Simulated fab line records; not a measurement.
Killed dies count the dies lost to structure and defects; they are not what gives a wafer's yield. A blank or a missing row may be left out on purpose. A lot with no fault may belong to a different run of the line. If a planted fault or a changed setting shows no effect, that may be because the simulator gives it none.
Comparing a struck lot with a sound one + flow sky130 + 23 steps out of a route of 708
Sound: wafers L784.1, L784.2, L784.6. Wafers struck: L800.1, L800.5, L800.6. The cause comes at the end.
Each step with rows lists, per side, the tool, then ch with its chambers, then its first start. Under that, the readings that differ: sound wafers + struck wafers + difference of the means + sigmas: that difference in standard deviations of wafers without a fault.
alike: readings whose means differ by less than 2 such deviations, and words and numbers that are the same on both sides. not compared: withheld readings, readings that some wafer has no value for, bounds like >300 that may hide the same value, and numbers for which the record gives no deviation and whose values overlap.
Wherever a step has rows on one side only, a row that says differs or no value, or a row with sigmas, the two part there. Numbers that have no deviation but don't overlap get no sigmas and don't part them. A reading missing from all wafers of one side parts the sides only when that side holds two or more wafers.

first, 1 step without rows for these wafers: SKY_CAPM_DEVELOP_11 (develop time 60 s).
SKY_CAPM_OVL_MEAS_12:
  sound on overlay-02, day 38 21:26; struck on overlay-01, day 43 15:05
| reading       | sound          | struck        | difference | sigmas |
|---------------|----------------|---------------|------------|--------|
| CAPM_OVL (nm) | -4.1 -2.7 -3.6 | -1.1 1.4 -1.0 | +3.2       | +2     |
SKY_CAPM_METAL_ETCH_13: etches TiN in Cl2/BCl3, stops on SiO2, target depth 220 nm, time 62.9 s.
  sound on rie metal-03 ch 0,1, day 38 21:28; struck on rie metal-03 ch 0,1, day 43 15:07
  alike: drypump motor current A, mfc cl2 sccm, oes product au, throttle valve pct
  not compared: rf hours counter h
SKY_CAPM_STRIP_14: strips in O2/N2.
  sound on plasma asher-03 ch 0,1, day 38 21:32; struck on plasma asher-03 ch 0,1, day 43 15:12
  alike: drypump motor current A, o2 flow sccm, oes product au, strip time to endpoint s
  not compared: rf hours counter h
then, 8 steps without rows for these wafers: SKY_CAPM_STRIP_15 (strips in post etch residue remover, time 1200 s); SKY_CAPM_CLEAN_16 (cleans in IPA, time 180 s); SKY_CAPM_CLEAN_17 (cleans in O3/DIW); SKY_METAL3_DEHYDRATE_05 (time 60 s); SKY_METAL3_HMDS_06 (prime time 60 s); SKY_METAL3_COAT_07 (resist thk 60 nm); SKY_METAL3_COAT_08 (resist thk 1140 nm); SKY_METAL3_SOFTBAKE_09 (time 90 s).
SKY_METAL3_EXPOSE_10: exposes mask MM3, target cd 300 nm.
  sound on krf scanner-02 ch 0, day 39 10:08; struck on krf scanner-02 ch 0, day 44 03:41
  alike: mask
following that, these wafers have no rows for 1 step: SKY_METAL3_PEB_11.
SKY_METAL3_DEVELOP_12: develop time 57.95 s.
  sound on litho track-04 ch 0; struck on litho track-01 ch 0
| reading                 | sound             | struck            | difference | sigmas |
|-------------------------|-------------------|-------------------|------------|--------|
| model.METAL3.cd nm (nm) | 300.9 301.1 301.7 | 271.3 283.6 280.4 | -22.8      |        |
  alike: resist line temp C
SKY_METAL3_CD_MEAS_13: target cd 300 nm.
  sound on cd sem-02, day 39 22:40; struck on cd sem-01, day 44 14:20
| reading    | sound             | struck            | difference | sigmas |
|------------|-------------------|-------------------|------------|--------|
| cd nm (nm) | 301.0 301.1 301.5 | 271.3 283.5 280.5 | -22.8      | -16    |
SKY_METAL3_OVL_MEAS_14:
  sound on overlay-02, day 39 22:47; struck on overlay-01, day 44 14:27
| reading         | sound | struck   | difference | sigmas |
|-----------------|-------|----------|------------|--------|
| METAL3_OVL (nm) | 7 9 2 | -8 -7 -2 | -12        | -2     |
SKY_METAL3_DESCUM_15: chemistry O2, time 8 s.
  sound on rie metal-02 ch 0,1, day 39 22:49; struck on rie metal-03 ch 0,1, day 44 14:29
  alike: drypump motor current A, oes product au
  not compared: rf hours counter h
then, 1 step without rows for these wafers: SKY_METAL3_ETCH_16 (etches BARC in N2/H2, stops on SiO2, time 88.2 s, target depth 60 nm).
SKY_METAL3_ETCH_17: etches SiO2 in C4F8/O2/Ar, stops on TiN, time 3.9 s, target depth 15 nm.
  sound on rie diel-03 ch 1,2,3, day 39 22:57; struck on rie diel-04 ch 1,3, day 44 14:37
| reading               | sound             | struck            | difference | sigmas |
|-----------------------|-------------------|-------------------|------------|--------|
| oes product au (a.u.) | 0.747 0.750 0.745 | 0.754 0.760 0.774 | +0.015     | +2     |
  not compared: rf hours counter h
SKY_METAL3_METAL_ETCH_18: etches the open film in Cl2/BCl3, stops on SiO2, target depth 845 nm, time 183.1 s.
  sound on rie metal-04 ch 0,1, day 39 22:58; struck on rie metal-02 ch 0,1, day 44 14:38
| reading                     | sound             | struck            | difference | sigmas |
|-----------------------------|-------------------|-------------------|------------|--------|
| drypump motor current A (A) | 5.25 5.37 5.26    | 5.69 5.77 5.72    | +0.43      | +2     |
| model.METAL3.cd nm (nm)     | 295.8 307.6 299.4 | 273.1 281.5 279.5 | -22.9      |        |
  alike: mfc cl2 sccm, oes product au, throttle valve pct
  not compared: rf hours counter h
SKY_METAL3_STRIP_19: strips in O2/N2.
  sound on plasma asher-03 ch 0,1, day 39 23:09; struck on plasma asher-04 ch 0,1, day 44 14:49
| reading                      | sound          | struck         | difference | sigmas |
|------------------------------|----------------|----------------|------------|--------|
| strip time to endpoint s (s) | 6.74 6.73 6.66 | 6.51 6.50 6.52 | -0.20      | -2     |
  alike: drypump motor current A, o2 flow sccm, oes product au
  not compared: rf hours counter h
-- the record jumps here: 6 days lie between the struck wafers' starts before and after (it left off in module METAL3 and takes up again in module PAD_OPEN, whose first step shown is number 708 of the route) --
SKY_PAD_OPEN_PROBE_99:
  sound on prober-02, day 46 23:27; struck on prober-02, day 50 15:41
| reading                        | sound               | struck               | difference | sigmas |
|--------------------------------|---------------------|----------------------|------------|--------|
| model.etest.met3.width nm (nm) | 298.9 307.8 301.2   | 274.2 282 278.2      | -24.5      |        |
| model.etest.met3.line ohm um   | 0.151 0.1471 0.1514 | 0.1654 0.1597 0.1641 | +0.0132    |        |

WHERE THEY PART
At SKY_CAPM_OVL_MEAS_12 first; at SKY_METAL3_STRIP_19 last (within this record only).

WHY: the cause the simulator had injected
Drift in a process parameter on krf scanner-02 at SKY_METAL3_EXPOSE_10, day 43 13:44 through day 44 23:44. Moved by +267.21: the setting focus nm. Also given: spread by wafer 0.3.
